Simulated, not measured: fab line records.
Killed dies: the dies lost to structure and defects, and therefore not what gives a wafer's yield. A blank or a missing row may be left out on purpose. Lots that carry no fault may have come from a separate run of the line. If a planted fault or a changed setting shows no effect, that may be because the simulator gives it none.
The tool behind it: which one? | flow gf180mcu | 14 lots with 42 wafers sampled at 2 steps, on a route of 602 steps

## WHAT EACH GAUGE READ, for each wafer
GF_V4_THK_MEAS_03.
lot  | measured     | on            | V4_CVD_02_THK (nm)
L265 | day 23 09:10 | film-metro-01 | 864 848 863
L266 | day 23 19:20 | film-metro-02 | 840 844 858
L267 | day 24 08:19 | film-metro-03 | 849 855 868
L268 | day 24 11:45 | film-metro-02 | 849 860 869
L269 | day 24 23:58 | film-metro-02 | 841 850 860
L270 | day 25 04:23 | film-metro-01 | 858 879 865
L271 | day 25 13:30 | film-metro-03 | 858 845 849
L272 | day 26 11:05 | film-metro-01 | 854 861 873
L274 | day 26 18:08 | film-metro-01 | 852 834 874
L275 | day 27 05:31 | film-metro-01 | 859 859 859
L278 | day 28 01:34 | film-metro-02 | 845 863 861
L283 | day 29 07:04 | film-metro-03 | 848 868 869
L286 | day 30 02:17 | film-metro-01 | 860 845 871
L288 | day 30 14:47 | film-metro-03 | 849 845 853

## TOOL THAT RAN EACH LOT (tool first, then ch and the chambers of the sampled wafers, then the start)
lot  | GF_VT_IMPLANT_WET_ETCH_50
L265 | wet-bench-03 ch 2, day 7 12:35
L266 | wet-bench-03 ch 3, day 7 21:14
L267 | wet-bench-03 ch 1, day 8 04:05
L268 | wet-bench-03 ch 2, day 8 10:23
L269 | wet-bench-02 ch 0, day 8 19:47
L270 | wet-bench-04 ch 3, day 8 22:02
L271 | wet-bench-04 ch 1, day 9 05:26
L272 | wet-bench-02 ch 1, day 9 17:27
L274 | wet-bench-02 ch 3, day 9 23:56
L275 | wet-bench-03 ch 2, day 10 12:54
L278 | wet-bench-03 ch 2, day 11 06:32
L283 | wet-bench-03 ch 0, day 12 15:06
L286 | wet-bench-02 ch 1, day 13 10:32
L288 | wet-bench-04 ch 2, day 14 01:47
- GF_VT_IMPLANT_WET_ETCH_50: etches SiO2 in dHF, target depth 20 nm, time 400 s.

## AS READ BY THE TOOLS THEMSELVES (means over the sampled wafers that have a number; for cases with no such wafer, the mark the record gives instead)
GF_VT_IMPLANT_WET_ETCH_50.
lot  | tool         | temp-c (C)
L265 | wet-bench-03 | 24.92
L266 | wet-bench-03 | 25.05
L267 | wet-bench-03 | 24.94
L268 | wet-bench-03 | 24.87
L269 | wet-bench-02 | 25.06
L270 | wet-bench-04 | 24.88
L271 | wet-bench-04 | 24.98
L272 | wet-bench-02 | 25.03
L274 | wet-bench-02 | 25.01
L275 | wet-bench-03 | 24.98
L278 | wet-bench-03 | 24.98
L283 | wet-bench-03 | 25.01
L286 | wet-bench-02 | 25.18
L288 | wet-bench-04 | 25.00

## THE ANSWER, worked out from the rows above alone
Rule: what is usual is taken from the lots themselves. The widest of any qualifying gaps counts: lots, ordered by their means at a reading, are off when they make up no more than a third of the lots, leave a main group of 4 or more, and stand apart from it by 3 or more times the standard deviation of that group's means. A main group whose means are all the same, to the digits that the tables above print for the reading, isn't used. Also off: a lot with no number at a reading for which 4 or more lots have one. Any other lot the step has rows for is counted as sound. After the gauges, taken in route order, come the tools' own readings; for these a lot's mean is taken, as printed above. At the first step where some lot is off, the reading lying furthest off is the one used; lots without a number count as furthest.
None of the lots is off at any reading shown; this tells nothing.

## WHAT THE SIMULATOR HAD INSERTED
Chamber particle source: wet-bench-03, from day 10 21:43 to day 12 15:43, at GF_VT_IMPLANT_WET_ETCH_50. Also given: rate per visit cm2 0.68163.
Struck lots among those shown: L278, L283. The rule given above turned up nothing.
